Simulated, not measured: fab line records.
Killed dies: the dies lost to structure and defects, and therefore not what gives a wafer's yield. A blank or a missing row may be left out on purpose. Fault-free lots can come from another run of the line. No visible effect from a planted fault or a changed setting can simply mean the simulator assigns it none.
A struck lot beside a sound one + flow sky130 + 43 steps out of a route of 708
Sound: these wafers, L615.2, L615.3, L615.6. Struck: wafer L628.2 (L628.1, L628.3, from the same lot, were not struck and are left out); the cause is given at the end.
For every step that has rows: the tool of each side, followed by ch and its chambers, followed by its first start. Under that, the readings that differ: sound wafers + struck wafers + difference of the means + sigmas: that difference in standard deviations of wafers without a fault.
alike: words and numbers the same on both sides, and readings whose means are apart by under 2 such deviations; not compared: readings that were withheld, readings missing a value for some wafer, numbers with overlapping values and no deviation given by the record, and bounds like >300 which may hide the same value.
Wherever a step has rows on one side only, a row that says differs or no value, or a row with sigmas, the two part there. Numbers that don't overlap but have no deviation are shown without sigmas and don't part them. A reading that every wafer of one side lacks parts them only if that side has two wafers or more.

first, 1 step without rows for these wafers: SKY_VIA4_HDPCVD_00 (deposits SiO2, target thk 1750 nm, time 291.7 s).
SKY_VIA4_THK_MEAS_01:
  sound: film_metro-04 at day 41 12:40; struck: film_metro-01 at day 45 09:28
  alike: VIA4_HDPCVD_THK
then, 1 step without rows for these wafers: SKY_VIA4_CMP_02 (polishes SiO2).
SKY_VIA4_BOW_MEAS_03:
  sound: film_metro-01 at day 41 13:02; struck: film_metro-04 at day 45 10:51
  alike: VIA4_BOW
then, 7 steps without rows for these wafers: SKY_VIA4_DEHYDRATE_04 (time 60 s); SKY_VIA4_HMDS_05 (prime time 60 s); SKY_VIA4_COAT_06 (resist thk 1140 nm); SKY_VIA4_SOFTBAKE_07 (time 60 s); SKY_VIA4_EXPOSE_08 (exposes mask VIM4, target cd 800 nm); SKY_VIA4_PEB_09; SKY_VIA4_DEVELOP_10 (develop time 60 s).
SKY_VIA4_OVL_MEAS_11:
  sound: overlay-01 at day 42 12:17; struck: overlay-02 at day 46 06:53
  alike: VIA4_OVL
SKY_VIA4_ETCH_12: etches SiO2 in C4F8/O2/Ar, stops on TiN, target depth 580 nm.
  sound on rie_diel-02 ch 0,1,3, day 42 12:19; struck on rie_diel-04 ch 3, day 46 06:56
  alike: oes_product_au, rf_fwd_power_W
SKY_VIA4_STRIP_13: strips in O2/N2.
  sound on plasma_asher-04 ch 0,1, day 42 12:23; struck on plasma_asher-04 ch 0, day 46 07:00
  alike: drypump_motor_current_A, n2_flow_sccm, oes_product_au, strip_time_to_endpoint_s
  not compared: rf_hours_counter_h
then, 3 steps without rows for these wafers: SKY_VIA4_STRIP_14 (strips in post etch residue remover, time 1200 s); SKY_VIA4_CLEAN_15 (cleans in IPA, time 180 s); SKY_VIA4_CLEAN_16 (cleans in O3/DIW).
SKY_VIA4_SPUTTER_17: material TiN, target thk 20 nm, time 80 s.
  sound: pvd_sputter-04 at day 42 12:59; struck: pvd_sputter-01 at day 46 07:35
  alike: throttle_valve_pct
then, 1 step without rows for these wafers: SKY_VIA4_CVD_18 (deposits W, target thk 505 nm, time 152.14 s).
SKY_VIA4_RS_MEAS_19: uses a four-point probe to measure.
  sound: film_metro-04 at day 42 13:14; struck: film_metro-01 at day 46 07:48
  alike: VIA4_W_RS
SKY_VIA4_THK_MEAS_20: measures by xrf.
  sound: film_metro-04 at day 42 13:20; struck: film_metro-01 at day 46 07:55
  alike: VIA4_W_THK
then, 4 steps without rows for these wafers: SKY_VIA4_CMP_21 (polishes, stops on SiO2, t overpolish 25 s, target thk 0 nm); SKY_METAL5_SPUTTER_00 (material Ti, target thk 15 nm, time 10 s); SKY_METAL5_SPUTTER_01 (material TiN, target thk 20 nm, time 16.7 s); SKY_METAL5_SPUTTER_02 (material AlCu, target thk 1150 nm, time 61.2 s).
SKY_METAL5_SPUTTER_03: material Ti, target thk 5 nm, time 3.3 s.
  sound: pvd_sputter-02 at day 42 13:47; struck: pvd_sputter-02 at day 46 08:45
  alike: throttle_valve_pct
SKY_METAL5_SPUTTER_04: material TiN, target thk 70 nm, time 58.3 s.
  sound: pvd_sputter-02 at day 42 13:48; struck: pvd_sputter-02 at day 46 08:46
  alike: throttle_valve_pct
SKY_METAL5_RS_MEAS_05: uses a four-point probe to measure.
  sound: film_metro-02 at day 42 13:52; struck: film_metro-03 at day 46 08:49
  alike: METAL5_ALCU_RS
SKY_METAL5_THK_MEAS_06: measures by xrf.
  sound: film_metro-02 at day 42 13:59; struck: film_metro-03 at day 46 08:56
  alike: METAL5_ALCU_THK
then, 8 steps without rows for these wafers: SKY_METAL5_DEHYDRATE_07 (time 60 s); SKY_METAL5_HMDS_08 (prime time 60 s); SKY_METAL5_COAT_09 (resist thk 1800 nm); SKY_METAL5_SOFTBAKE_10 (time 60 s); SKY_METAL5_EXPOSE_11 (exposes mask MM5, target cd 1600 nm); SKY_METAL5_PEB_12; SKY_METAL5_DEVELOP_13 (develop time 60 s); SKY_METAL5_DESCUM_14 (chemistry O2, time 11 s).
SKY_METAL5_METAL_ETCH_15: etches the open film in Cl2/BCl3, stops on SiO2, target depth 1260 nm, time 252 s.
  sound on rie_metal-02 ch 0,1, day 43 12:34; struck on rie_metal-01 ch 1, day 47 04:52
| reading                     | sound       | struck | difference | sigmas |
|-----------------------------|-------------|--------|------------|--------|
| drypump_motor_current_A (A) | 6.1 6.2 6.0 | 4.9    | -1.2       | -2     |
  alike: he_backside_leak_sccm, oes_product_au, rf_fwd_power_W, throttle_valve_pct
  not compared: rf_hours_counter_h
then, 4 steps without rows for these wafers: SKY_METAL5_STRIP_16 (strips in O2/N2); SKY_METAL5_STRIP_17 (strips in post etch residue remover, time 1200 s); SKY_METAL5_CLEAN_18 (cleans in IPA, time 180 s); SKY_METAL5_CLEAN_19 (cleans in O3/DIW).
SKY_PAD_OPEN_PROBE_99:
  sound: prober-02 at day 45 12:12; struck: prober-02 at day 48 22:16
| reading                               | sound             | struck | difference | sigmas |
|---------------------------------------|-------------------|--------|------------|--------|
| defect_limited_yield (%)              | 83.3 80.3 80.1    | 73.8   | -7.4       | -4     |
| killed_at_M4_up                       | 3 3 1             | 44     | +42        | +25    |
| killed_dies                           | 82 97 98          | 129    | +37        | +4     |
| sort_bin_5_function (%)               | 9.8 11.8 12.6     | 16.5   | +5.1       | +4     |
| sort_n_pass                           | 410 395 394       | 363    | -37        | -4     |
| sort_yield_pct (%)                    | 83.3 80.3 80.1    | 73.8   | -7.4       | -4     |
| model.etest.tester.sort_n_pass        | 410 395 394       | 363    | -37        |        |
| model.etest.tester.sort_yield_pct (%) | 83.33 80.28 80.08 | 73.78  | -7.45      |        |
| model.etest.tester.sort_bin_5_pct (%) | 9.756 11.79 12.6  | 16.46  | +5.08      |        |
| model.etest.tester.sort_bin_3_pct (%) | 1.626 1.22 1.423  | 1.829  | +0.406     |        |
  alike: killed_at_M0_to_M3, killed_at_contacts, killed_at_front_end, killed_at_other, killed_open, killed_short, sort_bin_3_pad_short, sort_bin_6_memory

== WHERE THEY PART ==
Last at SKY_PAD_OPEN_PROBE_99 as far as this record goes, first at SKY_METAL5_METAL_ETCH_15.

WHY: whatever the simulator had introduced
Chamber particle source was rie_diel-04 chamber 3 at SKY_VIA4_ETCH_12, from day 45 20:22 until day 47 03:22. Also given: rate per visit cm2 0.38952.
